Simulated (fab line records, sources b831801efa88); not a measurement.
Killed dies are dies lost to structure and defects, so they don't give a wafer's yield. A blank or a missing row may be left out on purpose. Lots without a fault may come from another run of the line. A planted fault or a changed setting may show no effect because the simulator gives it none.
Which tool did it? | flow sfq_line | 15 lots, 44 wafers sampled, at 2 steps of a route of 325

WHAT THE GAUGES READ, wafer by wafer
SFQ_M4_RS_MEAS_924: measures by four-point-probe.
lot  | measured     | on            | M4_NB_RS (ohm/sq)
L247 | day 32 10:45 | film_metro-04 | 0.894 0.883 0.880
L248 | day 32 16:10 | film_metro-02 | 0.886 0.894 0.890
L251 | day 34 07:54 | film_metro-04 | 0.892 0.892 0.887
L252 | day 34 16:59 | film_metro-02 | 0.905 0.907 0.904
L253 | day 36 04:58 | film_metro-03 | 0.896 0.896 0.899
L254 | day 36 13:23 | film_metro-04 | 0.886 0.880 0.897
L256 | day 39 04:15 | film_metro-03 | 0.883 0.887 0.896
L258 | day 39 23:31 | film_metro-04 | 0.874 0.872 0.871
L261 | day 41 05:44 | film_metro-02 | 0.878 0.884 0.889
L263 | day 41 15:25 | film_metro-03 | 0.908 0.906 0.901
L264 | day 41 20:14 | film_metro-04 | 1.240 1.260
L267 | day 42 15:35 | film_metro-04 | 1.237 1.249 1.231
L268 | day 43 00:29 | film_metro-03 | 0.879 0.888 0.892
L269 | day 43 05:29 | film_metro-02 | 0.894 0.906 0.896
L270 | day 43 22:05 | film_metro-04 | 1.239 1.254 1.257

WHICH TOOL RAN EACH LOT (tool, then ch and the chambers of the sampled wafers, then the start)
lot  | SFQ_TRILAYER_M4_DEP_SPUTTER_091
L247 | pvd_sputter-06, day 32 10:38
L248 | pvd_sputter-04, day 32 16:02
L251 | pvd_sputter-04, day 34 07:46
L252 | pvd_sputter-04, day 34 16:53
L253 | pvd_sputter-04, day 36 04:53
L254 | pvd_sputter-03, day 36 13:17
L256 | pvd_sputter-04, day 39 04:10
L258 | pvd_sputter-04, day 39 23:22
L261 | pvd_sputter-04, day 41 05:37
L263 | pvd_sputter-03, day 41 15:20
L264 | pvd_sputter-04, day 41 20:08
L267 | pvd_sputter-04, day 42 15:29
L268 | pvd_sputter-06, day 43 00:24
L269 | pvd_sputter-03, day 43 05:24
L270 | pvd_sputter-04, day 43 22:00
- SFQ_TRILAYER_M4_DEP_SPUTTER_091: material Nb, target thk 200 nm, time 133.3 s.

WHAT THE TOOLS THEMSELVES READ (means of the sampled wafers that have a number; where no wafer has one, the mark that the record gives instead)
SFQ_TRILAYER_M4_DEP_SPUTTER_091.
lot  | tool           | throttle_valve_pct (%)
L247 | pvd_sputter-06 | 28.9
L248 | pvd_sputter-04 | 29.4
L251 | pvd_sputter-04 | 30.0
L252 | pvd_sputter-04 | 29.2
L253 | pvd_sputter-04 | 30.0
L254 | pvd_sputter-03 | 29.5
L256 | pvd_sputter-04 | 29.1
L258 | pvd_sputter-04 | 29.2
L261 | pvd_sputter-04 | 29.1
L263 | pvd_sputter-03 | 29.9
L264 | pvd_sputter-04 | 30.4
L267 | pvd_sputter-04 | 29.7
L268 | pvd_sputter-06 | 29.2
L269 | pvd_sputter-03 | 29.8
L270 | pvd_sputter-04 | 29.6

THE ANSWER, worked out from the rows above alone
Rule: what is usual is taken from the lots themselves. Put in order of their means at a reading, lots are off if they are a third of the lots or fewer, leave a main group of 4 or more, and stand apart from it by a gap of 3 or more times the standard deviation of the main group's means; of several such gaps the widest counts. A main group whose means are all the same, to the digits that the tables above print for the reading, isn't used. A lot without any number at a reading at which 4 lots or more have one is off too. The other lots that the step has rows for count as sound. The gauges are gone through in route order, then the tools' own readings, and for those a lot's mean is taken as printed above. The first step at which some lot is off is used, and at that step the reading that is off furthest; a lot without a number counts as furthest.
Off: L264, L267, L270, at SFQ_M4_RS_MEAS_924 (M4_NB_RS). The main group: mean 0.891 ohm/sq, standard deviation 0.009.
A tool fits if, at a process step before that reading, it ran every lot that is off, and no sound lot after the first of them. The gauges at SFQ_M4_RS_MEAS_924 are tried like those tools. Can't be told from this: 2 tools fit, pvd_sputter-04 at SFQ_TRILAYER_M4_DEP_SPUTTER_091, film_metro-04 at SFQ_M4_RS_MEAS_924.

WHAT THE SIMULATOR HAD PUT IN
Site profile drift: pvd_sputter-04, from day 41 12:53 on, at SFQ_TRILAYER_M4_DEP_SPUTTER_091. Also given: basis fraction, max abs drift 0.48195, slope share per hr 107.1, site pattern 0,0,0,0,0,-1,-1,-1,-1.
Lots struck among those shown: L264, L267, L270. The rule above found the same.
